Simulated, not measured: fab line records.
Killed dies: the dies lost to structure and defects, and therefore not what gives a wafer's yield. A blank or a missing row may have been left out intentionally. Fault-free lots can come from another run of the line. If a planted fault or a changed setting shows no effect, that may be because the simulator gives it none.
Problem report in the 8D (eight disciplines) form, filled by code | flow sky130 | the parts of the form that need people (team, actions taken, sign-off) are left out

== 1. WHAT WENT WRONG ==
spin_speed_rpm at SKY_METAL3_COAT_07 reads a mean of 2855.4 rpm on 6 wafers of 2 lots; wafers without a fault read 3000.0 rpm with a standard deviation of 2.2. That puts it -66 standard deviations away from the usual mean.
The step: resist thk 60 nm.
Earliest sighting: wafer L893.2 on litho_track-04 at day 40 01:10. The record holds 36 wafers of 12 lots with a number at this step. The rule behind "out" and "out of limits": a value lying over 4 standard deviations away from the usual mean. Any other wafer with a number is counted as sound.

== 2. WHAT THIS IS AND IS NOT ==
question                    | is                     | is not
which readings at this step | spin_speed_rpm         | -
which lots                  | L893, L897             | L888, L889, L891, L901, L905, L906, L907, L908, L909, L910
which wafers of those lots  | all that have a number | -
read on which tools         | litho_track-04         | litho_track-01, litho_track-02
when                        | from day 40 01:10      | up to then (9 sound wafers); but 21 sound wafers of L901, L905, L906, L907, L908, L909, L910 came after

== 3. THE SUSPECTS, EACH WITH WHAT RULES IT OUT ==
Counting: a tool at a process step up to the reading stays a suspect if it ran every lot that is out and no sound lot after the first of them.
- pvd_sputter-02 at SKY_CAPM_SPUTTER_02 (material TiN, target thk 200 nm, time 166.7 s): ruled out as a lasting fault. The sound lots L910 went through it after L893, its earliest lot that is out (day 38 11:19).
- litho_track-04 at SKY_METAL3_COAT_07 (resist thk 60 nm): ruled out as a lasting fault. The sound lots L905, L906, L909, L910 went through it after L893, its earliest lot that is out (day 40 01:10).
Left after counting: nothing in the record.

== 4. THE CAUSE (what the simulator had put in) ==
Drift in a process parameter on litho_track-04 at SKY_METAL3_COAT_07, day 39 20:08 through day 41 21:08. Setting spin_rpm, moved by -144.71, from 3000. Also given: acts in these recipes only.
Counting ruled it out, wrongly.

== 5. THE EFFECT CHAIN, in route order ==
Each row: a reading whose mean over the struck wafers that have a number lies more than 3 standard deviations from the usual. Scope: only readings with a usual standard deviation given in the record; hours: median across lots of the time from each lot's start at the first step in this table that gives one to its start at this step; sigmas: change in usual standard deviations.
hours | step               | reading        | usual      | on struck wafers | change | sigmas
0     | SKY_METAL3_COAT_07 | spin_speed_rpm | 3000.0 rpm | 2855.4           | -144.6 | -66
Its process steps:
- SKY_METAL3_COAT_07: resist thk 60 nm.

== 6. WHAT WOULD HAVE CAUGHT IT SOONER ==
5 hours passed between the start of the fault at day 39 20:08 and the first reading out of limits in this record, taken at day 40 01:10.
